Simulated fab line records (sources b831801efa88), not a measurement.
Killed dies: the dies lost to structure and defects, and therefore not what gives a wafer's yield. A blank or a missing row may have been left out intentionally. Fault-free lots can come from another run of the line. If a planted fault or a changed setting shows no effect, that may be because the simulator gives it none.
Which tool was responsible? -- flow sky130 -- Sampling: 11 lots, 33 wafers, 5 of 708 route steps

## WHAT THE GAUGES READ, wafer by wafer
No reading from a measuring or inspecting step in the record can be judged against a usual standard deviation.

## WHAT TOOL EACH LOT RAN ON (gives the tool, then ch and the chambers of the sampled wafers, and finally the start)
lot,SKY_METAL2_SPUTTER_04,SKY_VIA3_CVD_21,SKY_VIA4_SPUTTER_17,SKY_METAL5_METAL_ETCH_15,SKY_METAL5_STRIP_16
L105,"pvd sputter-02, day 34 16:00","cvd w-01 ch 0,1, day 40 07:27","pvd sputter-03, day 43 10:43","rie metal-03 ch 0,1, day 44 09:43","plasma asher-02 ch 0,1, day 44 09:54"
L110,"pvd sputter-03, day 36 21:47","cvd w-02 ch 0,1, day 42 08:55","pvd sputter-03, day 45 09:10","rie metal-02 ch 0,1, day 46 07:23","plasma asher-02 ch 0,1, day 46 07:37"
L112,"pvd sputter-04, day 37 12:40","cvd w-02 ch 0,1, day 42 23:14","pvd sputter-01, day 45 20:56","rie metal-03 ch 0,1, day 46 17:46","plasma asher-03 ch 0,1, day 46 18:00"
L113,"pvd sputter-03, day 37 16:49","cvd w-01 ch 0,1, day 43 02:28","pvd sputter-03, day 46 01:27","rie metal-01 ch 0, day 46 23:16","plasma asher-02 ch 0, day 46 23:30"
L115,"pvd sputter-02, day 38 07:50","cvd w-02 ch 0,1, day 43 15:02","pvd sputter-04, day 46 13:21","rie metal-03 ch 0,1, day 47 10:21","plasma asher-04 ch 0,1, day 47 10:35"
L116,"pvd sputter-03, day 38 15:56","cvd w-02 ch 0, day 43 22:31","pvd sputter-01, day 46 19:02","rie metal-02 ch 0,1, day 47 16:12","plasma asher-02 ch 1, day 47 16:26"
L117,"pvd sputter-04, day 38 19:58","cvd w-02 ch 0,1, day 44 00:32","pvd sputter-01, day 46 20:45","rie metal-03 ch 0,1, day 47 17:41","plasma asher-03 ch 0,1, day 47 17:52"
L119,"pvd sputter-03, day 39 03:08","cvd w-01 ch 0,1, day 44 08:39","pvd sputter-03, day 47 04:23","rie metal-03 ch 0,1, day 48 01:19","plasma asher-04 ch 0,1, day 48 01:33"
L123,"pvd sputter-03, day 40 09:40","cvd w-02 ch 0,1, day 45 13:49","pvd sputter-01, day 48 06:51","rie metal-02 ch 0,1, day 49 02:56","plasma asher-03 ch 0,1, day 49 03:10"
L126,"pvd sputter-03, day 41 06:16","cvd w-01 ch 0,1, day 46 07:59","pvd sputter-04, day 48 23:49","rie metal-01 ch 0,1, day 49 18:42","plasma asher-02 ch 0,1, day 49 18:56"
L127,"pvd sputter-04, day 41 11:21","cvd w-02 ch 0,1, day 46 11:24","pvd sputter-04, day 49 02:10","rie metal-02 ch 0,1, day 49 20:51","plasma asher-03 ch 0,1, day 49 21:05"
- SKY_METAL2_SPUTTER_04: material TiN, target thk 70 nm, time 58.3 s.
- SKY_VIA3_CVD_21: deposits W, target thk 390 nm, time 117.31 s.
- SKY_VIA4_SPUTTER_17: material TiN, target thk 20 nm, time 80 s.
- SKY_METAL5_METAL_ETCH_15: etches the open film in Cl2/BCl3, stops on SiO2, target depth 1260 nm, time 252 s.
- SKY_METAL5_STRIP_16: strips in O2/N2.

## WHAT THE TOOLS THEMSELVES READ (means of the sampled wafers that have a number; where no wafer has one, the mark that the record gives instead)
SKY_METAL2_SPUTTER_04. Usual: throttle valve pct reads 30.4 % (standard deviation 1.4).
lot,tool,throttle valve pct (%),flag
L105,pvd sputter-02,31.0,
L110,pvd sputter-03,30.2,
L112,pvd sputter-04,29.9,
L113,pvd sputter-03,30.3,
L115,pvd sputter-02,31.3,
L116,pvd sputter-03,30.1,
L117,pvd sputter-04,30.1,
L119,pvd sputter-03,29.8,
L123,pvd sputter-03,29.8,
L126,pvd sputter-03,30.1,
L127,pvd sputter-04,29.5,

SKY_VIA3_CVD_21. Usual: chamber pressure Torr 40.00 Torr, standard deviation 0.079; heater power w 858 W, standard deviation 60.
lot,tool,chamber pressure Torr (Torr),heater power w (W),flag
L105,cvd w-01,40.05,895,
L110,cvd w-02,40.07,815,
L112,cvd w-02,39.95,803,
L113,cvd w-01,39.98,909,
L115,cvd w-02,40.03,847,
L116,cvd w-02,40.03,772,
L117,cvd w-02,40.03,810,
L119,cvd w-01,39.98,898,
L123,cvd w-02,40.03,846,
L126,cvd w-01,39.97,907,
L127,cvd w-02,39.95,815,

SKY_VIA4_SPUTTER_17. Usual: throttle valve pct reads 30.2 % (standard deviation 0.69).
lot,tool,throttle valve pct (%),flag
L105,pvd sputter-03,30.1,
L110,pvd sputter-03,30.7,
L112,pvd sputter-01,30.4,
L113,pvd sputter-03,30.8,
L115,pvd sputter-04,30.3,
L116,pvd sputter-01,30.6,
L117,pvd sputter-01,30.3,
L119,pvd sputter-03,30.0,
L123,pvd sputter-01,30.7,
L126,pvd sputter-04,30.0,
L127,pvd sputter-04,30.2,

SKY_METAL5_METAL_ETCH_15. Usual: drypump motor current A 5.9 A, standard deviation 0.63; oes product au 0.893 a.u., standard deviation 0.0048; run length s 280.27 s, standard deviation 0.29; throttle valve pct 22.265 %, standard deviation 0.01.
lot,tool,drypump motor current A (A),oes product au (a.u.),run length s (s),throttle valve pct (%),flag
L105,rie metal-03,6.1,0.892,280.15,22.261,
L110,rie metal-02,5.3,0.890,279.99,22.257,
L112,rie metal-03,6.1,0.889,280.27,22.250,
L113,rie metal-01,6.5,0.895,280.25,22.262,
L115,rie metal-03,6.1,0.927,271.81,22.261,OFF
L116,rie metal-02,5.9,0.889,280.48,22.266,
L117,rie metal-03,6.1,0.914,276.24,22.263,OFF
L119,rie metal-03,6.1,0.909,275.98,22.260,OFF
L123,rie metal-02,5.3,0.889,280.12,22.266,
L126,rie metal-01,6.3,0.893,280.29,22.270,
L127,rie metal-02,5.3,0.894,280.05,22.265,

SKY_METAL5_STRIP_16. Usual: drypump motor current A 5.6 A, standard deviation 0.41; oes product au 0.711 a.u., standard deviation 0.0046; strip time to endpoint s 13.02 s, standard deviation 0.13.
lot,tool,drypump motor current A (A),oes product au (a.u.),strip time to endpoint s (s),flag
L105,plasma asher-02,5.6,0.715,13.19,
L110,plasma asher-02,5.4,0.707,12.85,
L112,plasma asher-03,5.7,0.709,13.11,
L113,plasma asher-02,5.3,0.704,13.16,
L115,plasma asher-04,5.4,0.707,13.35,
L116,plasma asher-02,5.7,0.709,12.94,
L117,plasma asher-03,5.6,0.711,13.20,
L119,plasma asher-04,5.5,0.712,13.17,
L123,plasma asher-03,5.7,0.713,12.94,
L126,plasma asher-02,5.6,0.711,12.87,
L127,plasma asher-03,5.6,0.707,13.01,

## THE ANSWER, worked out from the rows above alone
Rule: lot off if the mean of its wafers having a number is beyond 3 standard deviations from the usual mean. A lot without any number at a reading at which 4 lots or more have one is off too. The other lots that the step has rows for count as sound. The gauges are gone through in route order, then the tools' own readings, and for those a lot's mean is taken as printed above. At the first step where some lot is off, the reading lying furthest off is the one used; lots without a number count as furthest.
Off, at SKY_METAL5_METAL_ETCH_15 on run length s: L115, L117, L119.
A tool fits if, at that step or a process step before it, it ran every lot that is off, and no sound lot after the first of them. One candidate fits, namely rie metal-03 at SKY_METAL5_METAL_ETCH_15. A fault onset in the window from L112 (day 46 17:46, its last sound lot) to L115 (day 47 10:21, its first lot off) fits.
The tool's own readings at SKY_METAL5_METAL_ETCH_15 bear it out: on the lots that are off they differ by more than 5 times the standard deviation of the sound lots' means. oes product au reads 0.917 a.u. there against 0.891 a.u. on the sound lots; run length s reads 274.68 s there against 280.20 s on the sound lots.

## WHAT THE SIMULATOR HAD PUT IN
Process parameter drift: rie metal-03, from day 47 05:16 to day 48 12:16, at SKY_METAL5_METAL_ETCH_15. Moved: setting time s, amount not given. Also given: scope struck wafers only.
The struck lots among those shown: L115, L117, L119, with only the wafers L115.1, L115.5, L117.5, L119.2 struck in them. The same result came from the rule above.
